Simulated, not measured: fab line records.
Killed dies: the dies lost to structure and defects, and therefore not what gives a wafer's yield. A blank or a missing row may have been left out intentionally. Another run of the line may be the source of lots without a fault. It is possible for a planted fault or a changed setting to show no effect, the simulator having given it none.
fab line records	flow gf180mcu	part 1 of 2: steps 1 to 28 of 36
record: lots: 5	wafers: 15	last_day: 33
route steps=602 shown V2@396 M3@409 V3@429
lots with no fault: from the same line, run without faults
start_h: hours from the record's opening day to when the first of the lot's shown wafers began	wait_h: hours since the lot's step before	" repeats the value in the row above	L1.1+2: several wafers, shown together as one row	- no value, or no start given	* or withheld: withheld	< > ~ a bound
route shown NAME@n: NAME is a module with steps in the file, n the number in the route of the first one	usual: mean and standard deviation over wafers with no fault	same: alike in all rows	chamber/n: place in a boat	sites: the reading at each site	_std_site: the values' standard deviation	_edge_site: mean of outer sites minus mean of inner sites	radius_mm: for every site, how far away it sits from the centre of the wafer	mask NAME#n: copy n	behind: the tool/chamber that last shaped the wafer	hold: reason for holding the lot/hours on hold/outcome of the hold	device: the transistor (n, p or np) that didn't switch	end of line: the same wafers' tests at the end of the route	step lacking rows: just its recipe	killed: at the first sort, the dies lost to defects and structure; wafer yield is something else	map: shows each die of a wafer: x if killed, . if not, _ if none is there
set.NAME: the setting as run; set.NAME@STEP: as run at that earlier step	model.NAME: the simulator's own value behind a step, which no gauge read
lots at some steps of the route; a table a step, a row a wafer
services: from which hour (start_h, from the record's first day; less than 0 if before it) a tool's chamber was out of use, for how many hours, and why
== steps ==
step: GF_V2_CD_MEAS_14
recipe: target_cd_nm: 260
usual: cd_nm: 260.0/1.3
lot.wafer	tool	chamber	start_h	wait_h	cd_nm
L074.3	cd_sem-01	-	471.19	0.1	261.3
L074.4	"	-	"	"	261.3
L074.6	"	-	"	"	260.8
L076.2	cd_sem-01	-	489.15	0.1	260.1
L076.4	"	-	"	"	259.7
L076.6	"	-	"	"	260.4
L083.1	cd_sem-01	-	540.10	0.1	260.2
L083.2	"	-	"	"	258.5
L083.3	"	-	"	"	259.9
L088.2	cd_sem-02	-	585.50	0.1	258.2
L088.3	"	-	"	"	257.4
L088.5	"	-	"	"	258.7
L094.3	cd_sem-02	-	626.94	0.1	262.2
L094.4	"	-	"	"	261.3
L094.6	"	-	"	"	260.1
step: GF_V2_OVL_MEAS_15
usual: V2_OVL: -4/5.7
lot.wafer	tool	chamber	start_h	wait_h	V2_OVL[nm]
L074.3	overlay-02	-	471.28	0.1	3
L074.4	"	-	"	"	-1
L074.6	"	-	"	"	4
L076.2	overlay-02	-	489.25	0.1	1
L076.4	"	-	"	"	-5
L076.6	"	-	"	"	1
L083.1	overlay-02	-	540.22	0.1	2
L083.2	"	-	"	"	-2
L083.3	"	-	"	"	4
L088.2	overlay-01	-	585.61	0.1	-7
L088.3	"	-	"	"	-5
L088.5	"	-	"	"	-10
L094.3	overlay-01	-	627.03	0.1	-2
L094.4	"	-	"	"	-9
L094.6	"	-	"	"	-8
step: GF_V2_ETCH_16
recipe: chemistry: N2/H2	target_depth_a: withheld	overetch_a: withheld	time_s: withheld	target: BARC	ion_energy_ev: 200	source_w: 500	bias_w: 100	pressure_mtorr: 30	n2_flow_sccm: 100	h2_flow_sccm: 200
usual: drypump_motor_current_A: 5.5/0.31	oes_product_au: 0.855/0.0052	throttle_valve_pct: 13.225/0.009
lot.wafer	tool	chamber	start_h	wait_h	drypump_motor_current_A	oes_product_au	throttle_valve_pct
L074.3	rie_diel-01	2	471.30	0.0	6.0	0.855	13.226
L074.4	"	3	"	"	5.4	0.856	13.223
L074.6	"	3	"	"	5.4	0.861	13.227
L076.2	rie_diel-03	0	489.28	0.0	5.3	0.849	13.220
L076.4	"	3	"	"	5.2	0.848	13.222
L076.6	"	3	"	"	5.2	0.862	13.217
L083.1	rie_diel-01	0	540.25	0.0	5.0	0.862	13.239
L083.2	"	2	"	"	6.0	0.847	13.225
L083.3	"	1	"	"	5.7	0.853	13.215
L088.2	rie_diel-03	3	585.64	0.0	5.2	0.859	13.213
L088.3	"	1	"	"	5.4	0.858	13.221
L088.5	"	3	"	"	5.2	0.851	13.222
L094.3	rie_diel-01	1	627.05	0.0	5.7	0.855	13.230
L094.4	"	0	"	"	5.0	0.853	13.256
L094.6	"	2	"	"	6.1	0.865	13.216
step: GF_V2_ETCH_17
recipe: chemistry: C4F8/O2/Ar	mask_material: KrF	target: SiO2	stop_on: TiN	source_w: 1500	bias_w: 1200	pressure_mtorr: 40	c4f8_flow_sccm: withheld	O2_flow_sccm: 6	Ar_flow_sccm: 300	time_s: withheld	target_depth_a: 6300
usual: oes_product_au: 0.856/0.005
lot.wafer	tool	chamber	start_h	wait_h	oes_product_au
L074.3	rie_diel-01	2	-	-	0.851
L074.4	"	3	"	"	0.863
L074.6	"	3	"	"	0.863
L076.2	rie_diel-03	0	-	-	0.850
L076.4	"	3	"	"	0.852
L076.6	"	3	"	"	0.859
L083.1	rie_diel-01	0	-	-	0.859
L083.2	"	2	"	"	0.863
L083.3	"	1	"	"	0.854
L088.2	rie_diel-03	3	-	-	0.856
L088.3	"	1	"	"	0.853
L088.5	"	3	"	"	0.857
L094.3	rie_diel-01	1	-	-	0.852
L094.4	"	0	"	"	0.858
L094.6	"	2	"	"	0.853
step: GF_V2_STRIP_18
recipe: chemistry: O2/N2	power_w: 1400	pressure_mtorr: 1500	platen_temp_c: 250	o2_flow_sccm: 3000	n2_flow_sccm: 300	overash_fraction: 0.5
usual: drypump_motor_current_A: 5.9/0.39	heater_power_w: 328/25	oes_product_au: 0.592/0.005
lot.wafer	tool	chamber	start_h	wait_h	drypump_motor_current_A	heater_power_w	oes_product_au	rf_hours_counter_h
L074.3	plasma_asher-04	0	471.47	-	5.2	316	0.590	-
L074.4	"	1	"	"	5.8	278	0.595	-
L074.6	"	0	"	"	5.2	326	0.599	-
L076.2	plasma_asher-01	0	489.41	-	6.5	363	0.591	6
L076.4	"	0	"	"	6.5	356	0.597	-
L076.6	"	1	"	"	5.8	315	0.601	-
L083.1	plasma_asher-03	0	540.38	-	5.7	324	0.581	43
L083.2	"	1	"	"	5.6	339	0.594	43
L083.3	"	0	"	"	5.8	320	0.592	-
L088.2	plasma_asher-03	0	585.77	-	5.8	311	0.593	47
L088.3	"	0	"	"	5.8	317	0.587	-
L088.5	"	0	"	"	5.8	319	0.585	-
L094.3	plasma_asher-03	1	627.21	-	5.6	337	0.594	-
L094.4	"	0	"	"	5.8	328	0.598	-
L094.6	"	0	"	"	5.8	318	0.588	-
step: GF_V2_STRIP_19
recipe: chemistry: post_etch_residue_remover	time_s: 1200	temp_c: 72.5
usual: bath_heat_duty_pct: 14.9/1.4
lot.wafer	tool	chamber	start_h	wait_h	bath_heat_duty_pct
L074.3	wet_bench-02	3	471.53	0.0	12.6
L074.4	"	3	"	"	13.2
L074.6	"	3	"	"	12.6
L076.2	wet_bench-03	1	489.51	0.1	15.4
L076.4	"	1	"	"	16.0
L076.6	"	1	"	"	17.2
L083.1	wet_bench-03	1	540.48	0.1	15.5
L083.2	"	1	"	"	17.2
L083.3	"	1	"	"	16.6
L088.2	wet_bench-01	0	585.87	0.1	15.0
L088.3	"	0	"	"	14.1
L088.5	"	0	"	"	15.1
L094.3	wet_bench-02	2	627.28	0.0	15.3
L094.4	"	2	"	"	13.9
L094.6	"	2	"	"	14.8
step: GF_V2_CLEAN_20
recipe: chemistry: DIW	dry: n2_spin
lot.wafer	tool	chamber	start_h	wait_h
L074.3+4+6	wet_bench-03	1	471.87	0.0
L076.2+4+6	wet_bench-01	2	489.85	0.0
L083.1+2+3	wet_bench-02	1	540.82	0.0
L088.2+3+5	wet_bench-02	2	586.21	0.0
L094.3+4+6	wet_bench-03	2	627.65	0.0
step: GF_V2_SPUTTER_21
recipe: material: Ti	target_thk_nm: 15	chamber_pressure_pa: 5	power_w: 2500	substrate_temp_c: 200	time_s: 80.02
usual: throttle_valve_pct: 30.3/1
lot.wafer	tool	chamber	start_h	wait_h	throttle_valve_pct
L074.3	pvd_sputter-04	-	471.97	0.0	30.7
L074.4	"	-	"	"	29.0
L074.6	"	-	"	"	30.2
L076.2	pvd_sputter-04	-	489.95	0.0	31.0
L076.4	"	-	"	"	29.1
L076.6	"	-	"	"	30.3
L083.1	pvd_sputter-04	-	540.92	0.0	30.3
L083.2	"	-	"	"	31.0
L083.3	"	-	"	"	31.1
L088.2	pvd_sputter-03	-	586.30	0.0	29.6
L088.3	"	-	"	"	31.5
L088.5	"	-	"	"	30.5
L094.3	pvd_sputter-04	-	627.76	0.0	31.2
L094.4	"	-	"	"	30.2
L094.6	"	-	"	"	29.0
step: GF_V2_SPUTTER_22
recipe: material: TiN	target_thk_nm: 10	chamber_pressure_pa: 5	power_w: 4000	time_s: 40
usual: throttle_valve_pct: 30.3/1
lot.wafer	tool	chamber	start_h	wait_h	throttle_valve_pct
L074.3	pvd_sputter-04	-	472.03	0.0	31.0
L074.4	"	-	"	"	29.1
L074.6	"	-	"	"	30.3
L076.2	pvd_sputter-04	-	490.01	0.0	31.0
L076.4	"	-	"	"	28.9
L076.6	"	-	"	"	30.3
L083.1	pvd_sputter-04	-	540.98	0.0	30.3
L083.2	"	-	"	"	31.0
L083.3	"	-	"	"	31.1
L088.2	pvd_sputter-03	-	586.36	0.0	29.6
L088.3	"	-	"	"	31.3
L088.5	"	-	"	"	30.6
L094.3	pvd_sputter-04	-	627.82	0.0	31.0
L094.4	"	-	"	"	30.0
L094.6	"	-	"	"	28.9
step: GF_V2_CVD_23
recipe: material: W	target_thk_nm: 350	time_s: 104.94	temp_c: 400	pressure_torr: 40
usual: chamber_pressure_Torr: 40.01/0.099	heater_power_outer_w: 506/27	heater_power_w: 812/38	susceptor_temp_C: 400.00/0.22
lot.wafer	tool	chamber	start_h	wait_h	chamber_pressure_Torr	heater_power_outer_w	heater_power_w	susceptor_temp_C
L074.3	cvd_w-01	0	472.10	0.1	40.10	511	806	399.92
L074.4	"	1	"	"	39.99	538	845	400.17
L074.6	"	0	"	"	40.14	521	794	399.98
L076.2	cvd_w-02	1	490.14	0.1	39.89	483	756	400.07
L076.4	"	0	"	"	40.13	481	849	400.17
L076.6	"	0	"	"	40.05	493	836	400.01
L083.1	cvd_w-02	1	541.02	0.0	40.04	479	759	400.00
L083.2	"	0	"	"	39.99	467	854	400.13
L083.3	"	1	"	"	40.06	485	749	400.37
L088.2	cvd_w-02	1	586.40	0.0	39.96	487	762	400.04
L088.3	"	1	"	"	40.16	477	736	399.89
L088.5	"	1	"	"	39.98	484	751	399.73
L094.3	cvd_w-02	0	627.90	0.1	39.97	496	842	399.69
L094.4	"	1	"	"	39.96	483	757	400.09
L094.6	"	1	"	"	39.94	478	745	400.01
step: GF_V2_RS_MEAS_24
recipe: thk_meas_gauge: four-point-probe	reads: W_of_V2_CVD_23+TiN_of_V2_SPUTTER_22+Ti_of_V2_SPUTTER_21
usual: V2_W_RS: 0.326/0.0033
lot.wafer	tool	chamber	start_h	wait_h	V2_W_RS[ohm/sq]
L074.3	film_metro-03	-	472.22	0.1	0.333
L074.4	"	-	"	"	0.328
L074.6	"	-	"	"	0.333
L076.2	film_metro-02	-	490.27	0.1	0.321
L076.4	"	-	"	"	0.320
L076.6	"	-	"	"	0.323
L083.1	film_metro-02	-	541.14	0.1	0.328
L083.2	"	-	"	"	0.326
L083.3	"	-	"	"	0.329
L088.2	film_metro-04	-	586.53	0.1	0.323
L088.3	"	-	"	"	0.325
L088.5	"	-	"	"	0.327
L094.3	film_metro-04	-	628.01	0.1	0.325
L094.4	"	-	"	"	0.327
L094.6	"	-	"	"	0.323
step: GF_V2_THK_MEAS_25
recipe: thk_meas_gauge: xrf	reads: W_of_V2_CVD_23
usual: V2_W_THK: 341/4.1
lot.wafer	tool	chamber	start_h	wait_h	V2_W_THK[nm]
L074.3	film_metro-03	-	472.32	0.1	335
L074.4	"	-	"	"	340
L074.6	"	-	"	"	335
L076.2	film_metro-02	-	490.38	0.1	346
L076.4	"	-	"	"	347
L076.6	"	-	"	"	342
L083.1	film_metro-02	-	541.26	0.1	333
L083.2	"	-	"	"	339
L083.3	"	-	"	"	332
L088.2	film_metro-04	-	586.64	0.1	344
L088.3	"	-	"	"	341
L088.5	"	-	"	"	341
L094.3	film_metro-04	-	628.11	0.1	343
L094.4	"	-	"	"	344
L094.6	"	-	"	"	346
step: GF_V2_CMP_26
recipe: stop_on: SiO2	down_force_psi: 3.5	platen_rpm: 60	t_overpolish_s: 15	target_thk_nm: 0	pad_velocity_m_s: 0.94248
usual: motor_current_A: 10.6/1.1	overpolish_run_s: 15.000/0.0091	retaining_ring_pressure_frac: 1.000/0.0054	time_to_endpoint_s: 85/3.9
lot.wafer	tool	chamber	start_h	wait_h	motor_current_A	overpolish_run_s	retaining_ring_pressure_frac	time_to_endpoint_s
L074.4	cmp-02	0	472.36	0.0	10.3	15.002	0.999	85
L074.3	"	3	"	"	11.1	14.999	1.003	85
L074.6	"	0	"	"	11.0	15.018	1.002	84
L076.2	cmp-02	2	490.62	0.2	12.5	15.003	1.011	82
L076.4	"	1	"	"	10.8	15.010	1.008	79
L076.6	"	2	"	"	12.8	14.999	1.001	80
L083.1	cmp-01	0	541.32	0.1	9.8	15.006	1.003	88
L083.3	"	1	"	"	10.2	14.995	0.993	86
L083.2	"	2	"	"	9.6	14.989	1.005	91
L088.2	cmp-01	1	586.74	0.1	10.4	15.008	0.996	87
L088.3	"	3	"	"	9.2	14.998	0.992	77
L088.5	"	0	"	"	10.2	15.006	1.000	87
L094.4	cmp-02	0	628.25	0.1	10.7	14.988	0.997	88
L094.3	"	1	"	"	10.8	14.998	0.997	89
L094.6	"	2	"	"	13.2	15.006	1.000	88
step: GF_M3_SPUTTER_00
recipe: material: Ti	target_thk_nm: 37.5	arriving_ion_energy_ev: 80	substrate_temp_c: 200	chamber_pressure_pa: 2	power_w: 4000	time_s: 150
usual: throttle_valve_pct: 30.3/0.96
lot.wafer	tool	chamber	start_h	wait_h	throttle_valve_pct
L074.3	pvd_sputter-02	-	472.66	0.1	29.6
L074.4	"	-	"	"	31.0
L074.6	"	-	"	"	30.5
L076.2	pvd_sputter-01	-	490.92	0.2	31.6
L076.4	"	-	"	"	28.4
L076.6	"	-	"	"	28.0
L083.1	pvd_sputter-01	-	541.62	0.2	31.4
L083.2	"	-	"	"	28.2
L083.3	"	-	"	"	29.5
L088.2	pvd_sputter-02	-	586.99	0.2	30.7
L088.3	"	-	"	"	30.9
L088.5	"	-	"	"	29.6
L094.3	pvd_sputter-01	-	628.45	0.1	29.7
L094.4	"	-	"	"	31.3
L094.6	"	-	"	"	31.7
step: GF_M3_SPUTTER_01
recipe: material: TiN	target_thk_nm: 30	power_w: 6500	time_s: 25	chamber_pressure_pa: 0.4
usual: throttle_valve_pct: 30.3/0.96
lot.wafer	tool	chamber	start_h	wait_h	throttle_valve_pct
L074.3	pvd_sputter-02	-	472.76	0.1	29.8
L074.4	"	-	"	"	31.0
L074.6	"	-	"	"	30.5
L076.2	pvd_sputter-01	-	491.02	0.1	31.6
L076.4	"	-	"	"	28.4
L076.6	"	-	"	"	28.2
L083.1	pvd_sputter-01	-	541.72	0.1	31.4
L083.2	"	-	"	"	28.3
L083.3	"	-	"	"	29.5
L088.2	pvd_sputter-02	-	587.09	0.1	30.6
L088.3	"	-	"	"	31.1
L088.5	"	-	"	"	29.5
L094.3	pvd_sputter-01	-	628.55	0.1	29.3
L094.4	"	-	"	"	31.4
L094.6	"	-	"	"	31.7
step: GF_M3_SPUTTER_02
recipe: material: AlCu	target_thk_nm: 450	power_w: 10600	time_s: 23.9	chamber_pressure_pa: 0.4
usual: throttle_valve_pct: 30.3/0.98
lot.wafer	tool	chamber	start_h	wait_h	throttle_valve_pct
L074.3	pvd_sputter-02	-	472.79	0.0	29.4
L074.4	"	-	"	"	31.1
L074.6	"	-	"	"	30.4
L076.2	pvd_sputter-01	-	491.05	0.0	31.3
L076.4	"	-	"	"	28.1
L076.6	"	-	"	"	27.9
L083.1	pvd_sputter-01	-	541.75	0.0	31.6
L083.2	"	-	"	"	28.3
L083.3	"	-	"	"	29.3
L088.2	pvd_sputter-02	-	587.12	0.0	30.4
L088.3	"	-	"	"	30.9
L088.5	"	-	"	"	29.5
L094.3	pvd_sputter-01	-	628.59	0.0	29.4
L094.4	"	-	"	"	31.5
L094.6	"	-	"	"	31.5
step: GF_M3_SPUTTER_03
recipe: material: Ti	target_thk_nm: 10	substrate_temp_c: 300	chamber_pressure_pa: 0.3	power_w: 3000	time_s: 6.7
usual: throttle_valve_pct: 30.3/0.97
lot.wafer	tool	chamber	start_h	wait_h	throttle_valve_pct
L074.3	pvd_sputter-02	-	472.82	0.0	29.5
L074.4	"	-	"	"	30.6
L074.6	"	-	"	"	30.5
L076.2	pvd_sputter-01	-	491.08	0.0	31.3
L076.4	"	-	"	"	27.9
L076.6	"	-	"	"	28.4
L083.1	pvd_sputter-01	-	541.78	0.0	31.5
L083.2	"	-	"	"	27.9
L083.3	"	-	"	"	29.3
L088.2	pvd_sputter-02	-	587.15	0.0	30.9
L088.3	"	-	"	"	30.8
L088.5	"	-	"	"	29.9
L094.3	pvd_sputter-01	-	628.62	0.0	29.4
L094.4	"	-	"	"	31.4
L094.6	"	-	"	"	31.4
step: GF_M3_SPUTTER_04
recipe: material: TiN	target_thk_nm: 50	power_w: 6500	time_s: 41.7	chamber_pressure_pa: 0.4
usual: throttle_valve_pct: 30.3/0.96
lot.wafer	tool	chamber	start_h	wait_h	throttle_valve_pct
L074.3	pvd_sputter-02	-	472.84	0.0	29.8
L074.4	"	-	"	"	31.1
L074.6	"	-	"	"	30.3
L076.2	pvd_sputter-01	-	491.10	0.0	31.6
L076.4	"	-	"	"	28.2
L076.6	"	-	"	"	28.2
L083.1	pvd_sputter-01	-	541.80	0.0	31.6
L083.2	"	-	"	"	28.3
L083.3	"	-	"	"	29.4
L088.2	pvd_sputter-02	-	587.17	0.0	30.6
L088.3	"	-	"	"	30.6
L088.5	"	-	"	"	29.6
L094.3	pvd_sputter-01	-	628.64	0.0	29.4
L094.4	"	-	"	"	31.5
L094.6	"	-	"	"	31.4
step: GF_M3_RS_MEAS_05
recipe: thk_meas_gauge: four-point-probe	reads: TiN_of_M3_SPUTTER_04+Ti_of_M3_SPUTTER_03+AlCu_of_M3_SPUTTER_02+TiN_of_M3_SPUTTER_01+Ti_of_M3_SPUTTER_00
usual: M3_ALCU_RS: 0.0697/0.00069
lot.wafer	tool	chamber	start_h	wait_h	M3_ALCU_RS[ohm/sq]
L074.3	film_metro-04	-	472.92	0.1	0.0697
L074.4	"	-	"	"	0.0701
L074.6	"	-	"	"	0.0701
L076.2	film_metro-02	-	491.16	0.0	0.0702
L076.4	"	-	"	"	0.0706
L076.6	"	-	"	"	0.0702
L083.1	film_metro-01	-	541.84	0.0	0.0688
L083.2	"	-	"	"	0.0695
L083.3	"	-	"	"	0.0693
L088.2	film_metro-02	-	587.23	0.0	0.0688
L088.3	"	-	"	"	0.0684
L088.5	"	-	"	"	0.0684
L094.3	film_metro-02	-	628.72	0.1	0.0690
L094.4	"	-	"	"	0.0681
L094.6	"	-	"	"	0.0683
step: GF_M3_THK_MEAS_06
recipe: thk_meas_gauge: xrf	reads: AlCu_of_M3_SPUTTER_02
usual: M3_ALCU_THK: 450/4.7
lot.wafer	tool	chamber	start_h	wait_h	M3_ALCU_THK[nm]
L074.3	film_metro-04	-	473.02	0.1	453
L074.4	"	-	"	"	448
L074.6	"	-	"	"	452
L076.2	film_metro-02	-	491.27	0.1	449
L076.4	"	-	"	"	447
L076.6	"	-	"	"	448
L083.1	film_metro-01	-	541.96	0.1	453
L083.2	"	-	"	"	449
L083.3	"	-	"	"	452
L088.2	film_metro-02	-	587.34	0.1	457
L088.3	"	-	"	"	459
L088.5	"	-	"	"	459
L094.3	film_metro-02	-	628.82	0.1	452
L094.4	"	-	"	"	459
L094.6	"	-	"	"	459
step: GF_M3_DEHYDRATE_07
recipe: temp_c: 200	time_s: 60
lot.wafer	tool	chamber	start_h	wait_h
L074.3+4+6	litho_track-01	0	484.35	11.3
L076.2+4+6	litho_track-01	0	502.72	11.4
L083.1+2+3	litho_track-01	0	553.00	11.0
L088.2+3+5	litho_track-02	0	597.60	10.2
L094.3+4+6	litho_track-02	0	638.43	9.6
step: GF_M3_HMDS_08
recipe: prime_time_s: 60	prime_temp_c: 120
lot.wafer	tool	chamber	start_h	wait_h
L074.3+4+6	litho_track-01	0	484.50	0.1
L076.2+4+6	litho_track-01	0	502.87	0.1
L083.1+2+3	litho_track-01	0	553.15	0.1
L088.2+3+5	litho_track-02	0	597.75	0.1
L094.3+4+6	litho_track-02	0	638.58	0.1
step: GF_M3_COAT_09
recipe: resist: KrF	spin_rpm: withheld	resist_thk_nm: 1000
lot.wafer	tool	chamber	start_h	wait_h
L074.3+4+6	litho_track-01	0	484.65	0.1
L076.2+4+6	litho_track-01	0	503.02	0.1
L083.1+2+3	litho_track-01	0	553.30	0.1
L088.2+3+5	litho_track-02	0	597.90	0.1
L094.3+4+6	litho_track-02	0	638.73	0.1
step: GF_M3_SOFTBAKE_10
recipe: temp_c: 130	time_s: 60	resist: KrF
lot.wafer	tool	chamber	start_h	wait_h
L074.3+4+6	litho_track-01	0	484.80	0.1
L076.2+4+6	litho_track-01	0	503.17	0.1
L083.1+2+3	litho_track-01	0	553.45	0.1
L088.2+3+5	litho_track-02	0	598.05	0.1
L094.3+4+6	litho_track-02	0	638.88	0.1
step: GF_M3_EXPOSE_11
recipe: mask_id: Metal3	target_cd_nm: 280	na: 0.68	source_shape: conventional	sigma_outer: 0.6	dose_mj: 28
lot.wafer	tool	chamber	start_h	wait_h	mask
L074.3+4+6	krf_scanner-01	0	-	-	Metal3#0
L076.2+4+6	krf_scanner-02	0	-	-	Metal3#0
L083.1+2+3	krf_scanner-02	0	-	-	Metal3#0
L088.2+3+5	krf_scanner-01	0	-	-	Metal3#0
L094.3+4+6	krf_scanner-01	0	-	-	Metal3#0
step: GF_M3_PEB_12
recipe: peb_temp_c: 135	peb_time_s: 90	resist: KrF
lot.wafer	tool	chamber	start_h	wait_h
L074.3+4+6	litho_track-04	0	-	-
L076.2+4+6	litho_track-01	0	-	-
L083.1+2+3	litho_track-02	0	-	-
L088.2+3+5	litho_track-04	0	-	-
L094.3+4+6	litho_track-04	0	-	-
step: GF_M3_DEVELOP_13
recipe: develop_time_s: 60	dev_temp_c: 21
lot.wafer	tool	chamber	start_h	wait_h
L074.3+4+6	litho_track-04	0	496.55	0.1
L076.2+4+6	litho_track-01	0	514.57	0.2
L083.1+2+3	litho_track-02	0	563.93	0.2
L088.2+3+5	litho_track-04	0	608.08	0.2
L094.3+4+6	litho_track-04	0	648.85	0.1
step: GF_M3_CD_MEAS_14
recipe: target_cd_nm: 280
usual: cd_nm: 280.6/1.1
lot.wafer	tool	chamber	start_h	wait_h	cd_nm
L074.3	cd_sem-01	-	496.69	0.1	281.4
L074.4	"	-	"	"	282.0
L074.6	"	-	"	"	281.7
L076.2	cd_sem-02	-	514.72	0.1	280.7
L076.4	"	-	"	"	280.6
L076.6	"	-	"	"	280.2
L083.1	cd_sem-01	-	564.08	0.1	279.9
L083.2	"	-	"	"	279.9
L083.3	"	-	"	"	279.3
L088.2	cd_sem-01	-	608.22	0.1	282.3
L088.3	"	-	"	"	283.0
L088.5	"	-	"	"	283.6
L094.3	cd_sem-02	-	648.99	0.1	281.1
L094.4	"	-	"	"	282.7
L094.6	"	-	"	"	280.7
